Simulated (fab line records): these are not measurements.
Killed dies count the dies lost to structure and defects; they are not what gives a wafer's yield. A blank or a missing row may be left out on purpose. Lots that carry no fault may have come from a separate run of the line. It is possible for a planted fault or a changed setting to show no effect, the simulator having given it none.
fab line records + flow gf180mcu + part 2 of 2: steps 28 to 37 of 37
record
- lots=5
- wafers=15
- last_day=34
route steps=602 shown M2@363 V2@382
lots that met no fault: taken from a fault-free run of the same line
start_h: start of the lot's first displayed wafer, in hours after the record's first day + wait_h: time in hours since the lot's previous step + " same as the row above + L1.1+2: several wafers, shown together as one row + - no value present, or no start provided + * or withheld: withheld + < > ~ a bound
route shown NAME@n: NAME is a module with steps in the file, n the number in the route of the first one + usual: mean and standard deviation over wafers with no fault + same: alike in all rows + chamber/n: place in a boat + sites: each site's reading + _std_site: how widely they spread, as a standard deviation + _edge_site: mean of outer sites minus mean of inner sites + radius_mm: for every site, how far away it sits from the centre of the wafer + mask NAME#n: copy n + behind: the last tool/chamber to shape the wafer + hold: what put the lot on hold/how long, in hours/how the hold closed + device: the transistor (n, p or np) that didn't switch + end of line: tests run on the same wafers once the route is complete + for a step that has no rows: nothing shown but its recipe + killed: at the first sort, the dies lost to defects and structure; wafer yield is something else + map: dies across one wafer; x = killed, . = not, _ = none there
set.NAME: the setting the step ran with; set.NAME@STEP: the setting that earlier step ran with + model.NAME: the simulator's own value behind a step, which no gauge read
a table for each step, a row for each wafer; lots at some steps of the route
services: from which hour (start_h, from the record's first day; less than 0 if before it) a tool's chamber was out of use, for how many hours, and why
## steps
# step GF_V2_COAT_08
# recipe
- resist=BARC
- temp_c=withheld
- time_s=withheld
- spin_rpm=withheld
- resist_thk_nm=withheld
# usual
- chill_plate_temp_C=*
| lot.wafer | tool           | chamber | start_h | wait_h | chill_plate_temp_C |
|-----------|----------------|---------|---------|--------|--------------------|
| L076.1    | litho_track-01 | 0       | 469.90  | 0.1    | *                  |
| L076.4    | "              | 0       | "       | "      | *                  |
| L076.5    | "              | 0       | "       | "      | *                  |
| L087.2    | litho_track-04 | 0       | 564.50  | 0.1    | *                  |
| L087.5    | "              | 0       | "       | "      | *                  |
| L087.6    | "              | 0       | "       | "      | *                  |
| L089.2    | litho_track-02 | 0       | 575.38  | 0.1    | *                  |
| L089.5    | "              | 0       | "       | "      | *                  |
| L089.6    | "              | 0       | "       | "      | *                  |
| L093.1    | litho_track-04 | 0       | 608.58  | 0.1    | *                  |
| L093.2    | "              | 0       | "       | "      | *                  |
| L093.3    | "              | 0       | "       | "      | *                  |
| L096.1    | litho_track-01 | 0       | 630.24  | 0.1    | *                  |
| L096.5    | "              | 0       | "       | "      | *                  |
| L096.6    | "              | 0       | "       | "      | *                  |
# step GF_V2_COAT_09
# recipe
- resist=KrF
- spin_rpm=withheld
- resist_thk_nm=1000
# usual
- chill_plate_temp_C=22.98/0.098
| lot.wafer | tool           | chamber | start_h | wait_h | chill_plate_temp_C |
|-----------|----------------|---------|---------|--------|--------------------|
| L076.1    | litho_track-01 | 0       | -       | -      | 22.94              |
| L076.4    | "              | 0       | "       | "      | 22.79              |
| L076.5    | "              | 0       | "       | "      | 22.94              |
| L087.2    | litho_track-04 | 0       | -       | -      | 22.81              |
| L087.5    | "              | 0       | "       | "      | 22.82              |
| L087.6    | "              | 0       | "       | "      | 22.91              |
| L089.2    | litho_track-02 | 0       | -       | -      | 22.92              |
| L089.5    | "              | 0       | "       | "      | 22.86              |
| L089.6    | "              | 0       | "       | "      | 22.98              |
| L093.1    | litho_track-04 | 0       | -       | -      | 22.90              |
| L093.2    | "              | 0       | "       | "      | 23.04              |
| L093.3    | "              | 0       | "       | "      | 23.12              |
| L096.1    | litho_track-01 | 0       | -       | -      | 22.64              |
| L096.5    | "              | 0       | "       | "      | 22.88              |
| L096.6    | "              | 0       | "       | "      | 22.86              |
# step GF_V2_SOFTBAKE_10
# recipe
- temp_c=130
- time_s=60
- resist=KrF
# usual
- chill_plate_temp_C=23.01/0.1
| lot.wafer | tool           | chamber | start_h | wait_h | chill_plate_temp_C |
|-----------|----------------|---------|---------|--------|--------------------|
| L076.1    | litho_track-01 | 0       | -       | -      | 23.00              |
| L076.4    | "              | 0       | "       | "      | 23.04              |
| L076.5    | "              | 0       | "       | "      | 22.90              |
| L087.2    | litho_track-04 | 0       | -       | -      | 23.03              |
| L087.5    | "              | 0       | "       | "      | 23.00              |
| L087.6    | "              | 0       | "       | "      | 22.84              |
| L089.2    | litho_track-02 | 0       | -       | -      | 22.99              |
| L089.5    | "              | 0       | "       | "      | 23.12              |
| L089.6    | "              | 0       | "       | "      | 23.04              |
| L093.1    | litho_track-04 | 0       | -       | -      | 22.97              |
| L093.2    | "              | 0       | "       | "      | 23.06              |
| L093.3    | "              | 0       | "       | "      | 22.93              |
| L096.1    | litho_track-01 | 0       | -       | -      | 23.04              |
| L096.5    | "              | 0       | "       | "      | 22.95              |
| L096.6    | "              | 0       | "       | "      | 22.95              |
# step GF_V2_EXPOSE_11
# recipe
- mask_id=Via2
- target_cd_nm=260
- na=0.68
- source_shape=conventional
- sigma_outer=0.6
- dose_mj=38
# same
- na=0.68
| lot.wafer  | tool           | chamber | start_h | wait_h | mask   |
|------------|----------------|---------|---------|--------|--------|
| L076.1+4+5 | krf_scanner-02 | 0       | -       | -      | Via2#0 |
| L087.2+5+6 | krf_scanner-01 | 0       | -       | -      | Via2#0 |
| L089.2+5+6 | krf_scanner-02 | 0       | -       | -      | Via2#0 |
| L093.1+2+3 | krf_scanner-01 | 0       | -       | -      | Via2#0 |
| L096.1+5+6 | krf_scanner-02 | 0       | -       | -      | Via2#0 |
# step GF_V2_PEB_12
# recipe
- peb_temp_c=135
- peb_time_s=90
- resist=KrF
# usual
- chill_plate_temp_C=22.98/0.1
| lot.wafer | tool           | chamber | start_h | wait_h | chill_plate_temp_C |
|-----------|----------------|---------|---------|--------|--------------------|
| L076.1    | litho_track-02 | 0       | -       | -      | 22.90              |
| L076.4    | "              | 0       | "       | "      | 22.81              |
| L076.5    | "              | 0       | "       | "      | 22.77              |
| L087.2    | litho_track-01 | 0       | -       | -      | 22.91              |
| L087.5    | "              | 0       | "       | "      | 22.99              |
| L087.6    | "              | 0       | "       | "      | 22.95              |
| L089.2    | litho_track-02 | 0       | -       | -      | 23.16              |
| L089.5    | "              | 0       | "       | "      | 23.09              |
| L089.6    | "              | 0       | "       | "      | 23.21              |
| L093.1    | litho_track-02 | 0       | -       | -      | 23.05              |
| L093.2    | "              | 0       | "       | "      | 23.01              |
| L093.3    | "              | 0       | "       | "      | 23.04              |
| L096.1    | litho_track-04 | 0       | -       | -      | 22.93              |
| L096.5    | "              | 0       | "       | "      | 22.80              |
| L096.6    | "              | 0       | "       | "      | 22.86              |
# step GF_V2_DEVELOP_13
# recipe
- develop_time_s=60
- resist=KrF
- dev_temp_c=21
# usual
- chill_plate_temp_C=23.01/0.092
# same
- develop_time_s=60
| lot.wafer | tool           | chamber | start_h | wait_h | chill_plate_temp_C |
|-----------|----------------|---------|---------|--------|--------------------|
| L076.1    | litho_track-02 | 0       | 482.26  | 0.2    | 22.81              |
| L076.4    | "              | 0       | "       | "      | 22.89              |
| L076.5    | "              | 0       | "       | "      | 22.92              |
| L087.2    | litho_track-01 | 0       | 575.62  | 0.2    | 23.07              |
| L087.5    | "              | 0       | "       | "      | 23.08              |
| L087.6    | "              | 0       | "       | "      | 23.09              |
| L089.2    | litho_track-02 | 0       | 586.18  | 0.2    | 22.92              |
| L089.5    | "              | 0       | "       | "      | 22.98              |
| L089.6    | "              | 0       | "       | "      | 23.15              |
| L093.1    | litho_track-02 | 0       | 619.50  | 0.2    | 22.90              |
| L093.2    | "              | 0       | "       | "      | 22.92              |
| L093.3    | "              | 0       | "       | "      | 23.06              |
| L096.1    | litho_track-04 | 0       | 640.78  | 0.2    | 23.03              |
| L096.5    | "              | 0       | "       | "      | 23.01              |
| L096.6    | "              | 0       | "       | "      | 23.08              |
# step GF_V2_CD_MEAS_14
# recipe
- target_cd_nm=260
# usual
- cd_nm=260.1/1.1
| lot.wafer | tool      | chamber | start_h | wait_h | cd_nm |
|-----------|-----------|---------|---------|--------|-------|
| L076.1    | cd_sem-01 | -       | 482.41  | 0.1    | 258.4 |
| L076.4    | "         | -       | "       | "      | 258.1 |
| L076.5    | "         | -       | "       | "      | 259.5 |
| L087.2    | cd_sem-01 | -       | 575.77  | 0.1    | 260.3 |
| L087.5    | "         | -       | "       | "      | 261.5 |
| L087.6    | "         | -       | "       | "      | 261.3 |
| L089.2    | cd_sem-02 | -       | 586.32  | 0.1    | 259.3 |
| L089.5    | "         | -       | "       | "      | 260.9 |
| L089.6    | "         | -       | "       | "      | 260.3 |
| L093.1    | cd_sem-02 | -       | 619.65  | 0.1    | 260.0 |
| L093.2    | "         | -       | "       | "      | 259.2 |
| L093.3    | "         | -       | "       | "      | 260.6 |
| L096.1    | cd_sem-01 | -       | 640.93  | 0.1    | 262.9 |
| L096.5    | "         | -       | "       | "      | 261.9 |
| L096.6    | "         | -       | "       | "      | 261.7 |
# step GF_V2_OVL_MEAS_15
# usual
- V2_OVL=2/4.5
| lot.wafer | tool       | chamber | start_h | wait_h | V2_OVL[nm] |
|-----------|------------|---------|---------|--------|------------|
| L076.1    | overlay-02 | -       | 482.53  | 0.1    | 6          |
| L076.4    | "          | -       | "       | "      | 2          |
| L076.5    | "          | -       | "       | "      | 7          |
| L087.2    | overlay-02 | -       | 575.87  | 0.1    | -1         |
| L087.5    | "          | -       | "       | "      | 3          |
| L087.6    | "          | -       | "       | "      | 0          |
| L089.2    | overlay-01 | -       | 586.43  | 0.1    | 6          |
| L089.5    | "          | -       | "       | "      | 2          |
| L089.6    | "          | -       | "       | "      | 2          |
| L093.1    | overlay-01 | -       | 619.77  | 0.1    | 6          |
| L093.2    | "          | -       | "       | "      | 4          |
| L093.3    | "          | -       | "       | "      | 1          |
| L096.1    | overlay-02 | -       | 641.05  | 0.1    | 1          |
| L096.5    | "          | -       | "       | "      | 4          |
| L096.6    | "          | -       | "       | "      | 3          |
# step GF_V2_ETCH_16
# recipe
- chemistry=N2/H2
- target_depth_a=withheld
- overetch_a=withheld
- time_s=withheld
- target=BARC
- ion_energy_ev=200
- source_w=500
- bias_w=100
- pressure_mtorr=30
- n2_flow_sccm=100
- h2_flow_sccm=200
# usual
- drypump_motor_current_A=5.5/0.46
- oes_product_au=0.855/0.005
- throttle_valve_pct=13.225/0.0098
| lot.wafer | tool        | chamber | start_h | wait_h | drypump_motor_current_A | oes_product_au | throttle_valve_pct |
|-----------|-------------|---------|---------|--------|-------------------------|----------------|--------------------|
| L076.1    | rie_diel-03 | 0       | 482.56  | 0.0    | 6.1                     | 0.855          | 13.234             |
| L076.4    | "           | 0       | "       | "      | 6.1                     | 0.858          | 13.206             |
| L076.5    | "           | 1       | "       | "      | 5.4                     | 0.858          | 13.210             |
| L087.2    | rie_diel-03 | 2       | 575.90  | 0.0    | 4.6                     | 0.859          | 13.222             |
| L087.5    | "           | 2       | "       | "      | 4.7                     | 0.857          | 13.231             |
| L087.6    | "           | 3       | "       | "      | 5.5                     | 0.859          | 13.217             |
| L089.2    | rie_diel-04 | 2       | 586.46  | 0.0    | 5.8                     | 0.854          | 13.204             |
| L089.5    | "           | 0       | "       | "      | 6.2                     | 0.853          | 13.236             |
| L089.6    | "           | 3       | "       | "      | 5.6                     | 0.862          | 13.221             |
| L093.1    | rie_diel-02 | 0       | 619.81  | 0.0    | 5.7                     | 0.859          | 13.222             |
| L093.2    | "           | 2       | "       | "      | 5.7                     | 0.859          | 13.220             |
| L093.3    | "           | 1       | "       | "      | 5.9                     | 0.851          | 13.208             |
| L096.1    | rie_diel-02 | 2       | 641.08  | 0.0    | 5.7                     | 0.858          | 13.220             |
| L096.5    | "           | 1       | "       | "      | 5.9                     | 0.863          | 13.215             |
| L096.6    | "           | 0       | "       | "      | 5.7                     | 0.848          | 13.231             |
# step GF_V2_ETCH_17
# recipe
- chemistry=C4F8/O2/Ar
- mask_material=KrF
- target=SiO2
- stop_on=TiN
- source_w=1500
- bias_w=1200
- pressure_mtorr=40
- c4f8_flow_sccm=withheld
- O2_flow_sccm=6
- Ar_flow_sccm=300
- time_s=withheld
- target_depth_a=6300
# usual
- oes_product_au=0.855/0.0045
| lot.wafer | tool        | chamber | start_h | wait_h | oes_product_au |
|-----------|-------------|---------|---------|--------|----------------|
| L076.1    | rie_diel-03 | 0       | -       | -      | 0.853          |
| L076.4    | "           | 0       | "       | "      | 0.856          |
| L076.5    | "           | 1       | "       | "      | 0.860          |
| L087.2    | rie_diel-03 | 2       | -       | -      | 0.860          |
| L087.5    | "           | 2       | "       | "      | 0.864          |
| L087.6    | "           | 3       | "       | "      | 0.846          |
| L089.2    | rie_diel-04 | 2       | -       | -      | 0.857          |
| L089.5    | "           | 0       | "       | "      | 0.863          |
| L089.6    | "           | 3       | "       | "      | 0.859          |
| L093.1    | rie_diel-02 | 0       | -       | -      | 0.855          |
| L093.2    | "           | 2       | "       | "      | 0.865          |
| L093.3    | "           | 1       | "       | "      | 0.846          |
| L096.1    | rie_diel-02 | 2       | -       | -      | 0.855          |
| L096.5    | "           | 1       | "       | "      | 0.854          |
| L096.6    | "           | 0       | "       | "      | 0.854          |
## services
| tool            | chamber | start_h | hours | kind   |
|-----------------|---------|---------|-------|--------|
| hdpcvd-01       | -       | 408.74  | 6.0   | pm     |
| cmp-02          | -       | 421.70  | 1.6   | repair |
| krf_scanner-02  | -       | 424.54  | 0.3   | repair |
| cmp-02          | -       | 428.55  | 4.1   | pm     |
| krf_scanner-02  | -       | 446.07  | 4.4   | pm     |
| pvd_sputter-04  | -       | 447.06  | 4.3   | repair |
| krf_scanner-02  | -       | 466.86  | 0.8   | pm     |
| pvd_sputter-04  | -       | 471.08  | 2.3   | repair |
| rie_diel-02     | 2       | 478.02  | 4.4   | repair |
| pvd_sputter-04  | -       | 479.53  | 3.5   | repair |
| rie_diel-03     | 3       | 480.72  | 10.4  | repair |
| krf_scanner-02  | -       | 498.85  | 1.3   | pm     |
| rie_diel-02     | 0       | 515.32  | 2.7   | repair |
| plasma_asher-02 | -       | 549.13  | 1.0   | repair |
| rie_diel-03     | 1       | 550.04  | 1.2   | repair |
| krf_scanner-02  | -       | 552.52  | 1.0   | pm     |
| cmp-02          | -       | 560.91  | 1.5   | repair |
| rie_diel-02     | 2       | 562.03  | 3.9   | repair |
| rie_diel-03     | 3       | 563.48  | 8.6   | repair |
| cmp-02          | -       | 584.17  | 1.6   | repair |
| pvd_sputter-01  | -       | 586.07  | 0.5   | repair |
| plasma_asher-02 | -       | 587.54  | 15.8  | pm     |
| rie_diel-02     | 3       | 609.53  | 5.4   | repair |
| krf_scanner-02  | -       | 635.88  | 0.8   | pm     |
